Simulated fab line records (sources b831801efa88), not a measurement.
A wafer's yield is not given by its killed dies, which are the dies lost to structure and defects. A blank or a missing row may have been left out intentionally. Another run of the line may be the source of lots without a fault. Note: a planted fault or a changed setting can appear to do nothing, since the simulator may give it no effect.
Split-lot study :: flow gf180mcu :: 5 lots, 23 wafers read, on a route of 602 steps

== SPLIT DETAILS ==
At GF_MIM_SPUTTER_08 (material AlCu, target thk 200 nm, time 10.6 s), the setting power-w was moved away from the recipe's 10600 W on 10 of the 23 wafers read, by -4.8% to +10.0%. This setting was run at the recipe's value on the other wafers.

== FROM THE SPLIT TO THE READING: what the file shows between them, 2 steps ==
- GF_MIM_SPUTTER_09: material TiN, target thk 35 nm, time 29.2 s
- GF_MIM_RS_MEAS_10: measures by four-point-probe

== THE READING ==
MIM_ALCU_THK, in nm, at GF_MIM_THK_MEAS_11 (measures by xrf). Typical for fault-free wafers on this fab line: 197.9 nm, with standard deviation 2.2 nm.

wafer: L074.1
tool, chamber at the split: pvd-sputter-03, -
power-w as run, W: 11490
against the recipe: +8.4%
MIM_ALCU_THK, nm: 211.9
against lot-mates on the recipe: +13.1

wafer: L074.2
tool, chamber at the split: pvd-sputter-03, -
power-w as run, W: 11490
against the recipe: +8.4%
MIM_ALCU_THK, nm: 212.9
against lot-mates on the recipe: +14.1

wafer: L074.3
tool, chamber at the split: pvd-sputter-03, -
power-w as run, W: 11490
against the recipe: +8.4%
MIM_ALCU_THK, nm: 214.5
against lot-mates on the recipe: +15.7

wafer: L074.4
tool, chamber at the split: pvd-sputter-03, -
power-w as run, W: 10600
against the recipe: recipe
MIM_ALCU_THK, nm: 199.2
against lot-mates on the recipe: -

wafer: L074.6
tool, chamber at the split: pvd-sputter-03, -
power-w as run, W: 10600
against the recipe: recipe
MIM_ALCU_THK, nm: 198.4
against lot-mates on the recipe: -

wafer: L076.1
tool, chamber at the split: pvd-sputter-04, -
power-w as run, W: 10600
against the recipe: recipe
MIM_ALCU_THK, nm: 197.3
against lot-mates on the recipe: -

wafer: L076.2
tool, chamber at the split: pvd-sputter-04, -
power-w as run, W: 11660
against the recipe: +10.0%
MIM_ALCU_THK, nm: 217.7
against lot-mates on the recipe: +20.0

wafer: L076.4
tool, chamber at the split: pvd-sputter-04, -
power-w as run, W: 10600
against the recipe: recipe
MIM_ALCU_THK, nm: 198.7
against lot-mates on the recipe: -

wafer: L076.5
tool, chamber at the split: pvd-sputter-04, -
power-w as run, W: 10600
against the recipe: recipe
MIM_ALCU_THK, nm: 197.0
against lot-mates on the recipe: -

wafer: L076.6
tool, chamber at the split: pvd-sputter-04, -
power-w as run, W: 11660
against the recipe: +10.0%
MIM_ALCU_THK, nm: 216.6
against lot-mates on the recipe: +18.9

wafer: L077.1
tool, chamber at the split: pvd-sputter-01, -
power-w as run, W: 10600
against the recipe: recipe
MIM_ALCU_THK, nm: 199.8
against lot-mates on the recipe: -

wafer: L077.5
tool, chamber at the split: pvd-sputter-01, -
power-w as run, W: 10600
against the recipe: recipe
MIM_ALCU_THK, nm: 200.3
against lot-mates on the recipe: -

wafer: L077.6
tool, chamber at the split: pvd-sputter-01, -
power-w as run, W: 10600
against the recipe: recipe
MIM_ALCU_THK, nm: 200.6
against lot-mates on the recipe: -

wafer: L078.1
tool, chamber at the split: pvd-sputter-04, -
power-w as run, W: 10090
against the recipe: -4.8%
MIM_ALCU_THK, nm: 190.5
against lot-mates on the recipe: -7.7

wafer: L078.2
tool, chamber at the split: pvd-sputter-04, -
power-w as run, W: 10090
against the recipe: -4.8%
MIM_ALCU_THK, nm: 189.2
against lot-mates on the recipe: -9.0

wafer: L078.4
tool, chamber at the split: pvd-sputter-04, -
power-w as run, W: 10600
against the recipe: recipe
MIM_ALCU_THK, nm: 198.0
against lot-mates on the recipe: -

wafer: L078.5
tool, chamber at the split: pvd-sputter-04, -
power-w as run, W: 10090
against the recipe: -4.8%
MIM_ALCU_THK, nm: 189.1
against lot-mates on the recipe: -9.1

wafer: L078.6
tool, chamber at the split: pvd-sputter-04, -
power-w as run, W: 10600
against the recipe: recipe
MIM_ALCU_THK, nm: 198.3
against lot-mates on the recipe: -

wafer: L080.2
tool, chamber at the split: pvd-sputter-01, -
power-w as run, W: 11200
against the recipe: +5.7%
MIM_ALCU_THK, nm: 210.3
against lot-mates on the recipe: +12.1

wafer: L080.3
tool, chamber at the split: pvd-sputter-01, -
power-w as run, W: 10600
against the recipe: recipe
MIM_ALCU_THK, nm: 198.2
against lot-mates on the recipe: -

wafer: L080.4
tool, chamber at the split: pvd-sputter-01, -
power-w as run, W: 10600
against the recipe: recipe
MIM_ALCU_THK, nm: 197.5
against lot-mates on the recipe: -

wafer: L080.5
tool, chamber at the split: pvd-sputter-01, -
power-w as run, W: 10600
against the recipe: recipe
MIM_ALCU_THK, nm: 198.8
against lot-mates on the recipe: -

wafer: L080.6
tool, chamber at the split: pvd-sputter-01, -
power-w as run, W: 11200
against the recipe: +5.7%
MIM_ALCU_THK, nm: 209.6
against lot-mates on the recipe: +11.4

THE FIT
A straight line over all 23 wafers: MIM_ALCU_THK changes by +1.83 nm for each +1% of power-w; r = +0.99; the points scatter about the line by 1.1 nm.
The same after taking each lot's own level away (the mean of its wafers on the recipe; 23 wafers): +1.84 nm for each +1%; r = +0.99; scatter 0.95 nm.
The reading moves by 18 nm for the largest change in power-w, on that fit.
From 197.67 to 200.23 nm: that is the span of the lots' own levels, equal to 1.2 times the standard deviation above.
Hence the lot-to-lot level has little effect on the slope; both slopes agree.
Check: +18.1 nm against its lot-mates is what the line predicts for one of the wafers moved furthest among these (+10.0%) when that wafer is left out of the fit. Against them it came out at +20 nm.

== OTHER SPLITS ON THESE WAFERS ==
Note: prior to the reading, these wafers also went through further splits. Each is held against what the fit with the lots' levels taken away leaves over:
other split on the same wafers: GF_V3_PEB_12 peb-time-s
wafers away from the commonest value: 11
r with MIM_ALCU_THK (lot level and that fit taken away): +0.33

other split on the same wafers: GF_V3_CMP_26 t-overpolish-s
wafers away from the commonest value: 8
r with MIM_ALCU_THK (lot level and that fit taken away): -0.25

other split on the same wafers: GF_M4_SPUTTER_04 time-s
wafers away from the commonest value: 9
r with MIM_ALCU_THK (lot level and that fit taken away): +0.02

other split on the same wafers: GF_M4_EXPOSE_11 dose-mj
wafers away from the commonest value: 7
r with MIM_ALCU_THK (lot level and that fit taken away): -0.47

other split on the same wafers: GF_V4_CMP_04 leave-above-ref-nm
wafers away from the commonest value: 8
r with MIM_ALCU_THK (lot level and that fit taken away): -0.41

other split on the same wafers: GF_V4_EXPOSE_11 dose-mj
wafers away from the commonest value: 10
r with MIM_ALCU_THK (lot level and that fit taken away): -0.08

== THE WHOLE CHAIN: every reading that the file lists as answering this split, in the file's order ==
step: GF_MIM_SPUTTER_08
what it does: material AlCu, target thk 200 nm, time 10.6 s
reading: AlCu_of_MIM_SPUTTER_08.thk-nm (the simulator's own value, which no gauge read)
change (the file's fit): +1.89 nm for each +1% of the setting
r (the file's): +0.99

step: GF_MIM_RS_MEAS_10
what it does: measures by four-point-probe
reading: MIM_ALCU_RS
change (the file's fit): -0.00147 for each +1% of the setting
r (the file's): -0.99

step: GF_MIM_THK_MEAS_11
what it does: measures by xrf
reading: MIM_ALCU_THK
change (the file's fit): +1.87 for each +1% of the setting
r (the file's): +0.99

== FILE'S OWN FIT ==
MIM_ALCU_THK changes by +1.87 nm for each +1% of power-w, r = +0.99.
